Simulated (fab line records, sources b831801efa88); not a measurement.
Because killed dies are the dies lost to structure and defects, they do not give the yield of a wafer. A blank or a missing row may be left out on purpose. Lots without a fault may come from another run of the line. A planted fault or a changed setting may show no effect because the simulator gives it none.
Struck lot and sound lot, side by side :: flow sky130 :: 15 out of 708 route steps
Sound: the wafers L999.3, L999.4, L999.5. Struck: wafer L989.5 (L989.1, L989.6, from the same lot, were not struck and are left out); the cause is given at the end.
Per side, at each step with rows, come the tool, then ch with its chambers, and then its first start. Under that, the readings that differ: sound wafers :: struck wafers :: difference of the means :: sigmas: that difference in standard deviations of wafers without a fault.
alike: readings with means less than 2 such deviations apart, plus words and numbers identical on both sides. not compared: withheld readings, readings lacking a value on some wafer, bounds such as >300 that could conceal the same value, and numbers that have no deviation in the record and whose values overlap.
Wherever a step has rows on one side only, a row that says differs or no value, or a row with sigmas, the two part there. When numbers do not overlap yet have no deviation, they are printed without sigmas and do not part them. A reading that every wafer of one side lacks parts them only if that side has two wafers or more.

SKY_METAL1_STRIP_20: strips in O2/N2.
  sound on plasma_asher-01 ch 0,1, day 37 14:07; struck on plasma_asher-03 ch 0, day 34 01:39
  alike: drypump_motor_current_A, n2_flow_sccm, oes_product_au, strip_time_to_endpoint_s
  not compared: rf_hours_counter_h
then, 4 steps without rows for these wafers: SKY_METAL1_STRIP_21 (strips in post etch residue remover, time 1200 s); SKY_METAL1_CLEAN_22 (cleans in IPA, time 180 s); SKY_METAL1_CLEAN_23 (cleans in O3/DIW); SKY_VIA1_HDPCVD_00 (deposits SiO2, target thk 1030 nm, time 171.7 s).
SKY_VIA1_THK_MEAS_01:
  struck on film_metro-03, day 34 02:21; sound on film_metro-04, day 37 14:57
  alike: VIA1_HDPCVD_THK
SKY_VIA1_CMP_02: polishes SiO2.
  sound on cmp-01 ch 1,3, day 37 15:02; struck on cmp-02 ch 0, day 34 02:34
  alike: motor_current_A
SKY_VIA1_BOW_MEAS_03:
  struck on film_metro-03, day 34 02:44; sound on film_metro-03, day 37 15:20
  alike: VIA1_BOW
then, 4 steps without rows for these wafers: SKY_VIA1_DEHYDRATE_04 (time 60 s); SKY_VIA1_HMDS_05 (prime time 60 s); SKY_VIA1_COAT_06 (resist thk 60 nm); SKY_VIA1_COAT_07 (resist thk 450 nm).
SKY_VIA1_SOFTBAKE_08: time 90 s.
  sound on litho_track-04 ch 0, day 38 03:00; struck on litho_track-04 ch 0, day 34 15:00
reading: heater_power_total_W (W)
sound: 57.36 57.57 57.46
struck: 59.87
difference: +2.41
sigmas: +20

reading: run_length_s (s)
sound: 119.42 119.60 119.24
struck: 108.40
difference: -11.02
sigmas: -61
then, 1 step without rows for these wafers: SKY_VIA1_EXPOSE_09 (exposes mask VIM, target cd 150 nm).
-- the record jumps here: 12 days lie between the struck wafers' starts before and after (it left off in module VIA1 and takes up again in module PAD_OPEN, whose first step shown is number 708 of the route) --
SKY_PAD_OPEN_PROBE_99:
  struck on prober-02, day 46 18:47; sound on prober-02, day 49 16:19
reading: killed_at_M4_up
sound: 2 4 2
struck: 7
difference: +4
sigmas: +3
  alike: defect_limited_yield, killed_at_M0_to_M3, killed_at_contacts, killed_at_front_end, killed_at_other, killed_dies, killed_open, killed_short, sort_bin_3_pad_short, sort_bin_5_function, sort_bin_6_memory, sort_n_pass, sort_yield_pct

== WHERE THEY PART ==
Last at SKY_PAD_OPEN_PROBE_99 as far as this record goes, first at SKY_VIA1_SOFTBAKE_08.

WHY: the cause the simulator had injected
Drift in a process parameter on litho_track-04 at SKY_VIA1_SOFTBAKE_08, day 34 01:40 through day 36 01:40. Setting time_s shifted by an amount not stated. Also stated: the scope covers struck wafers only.
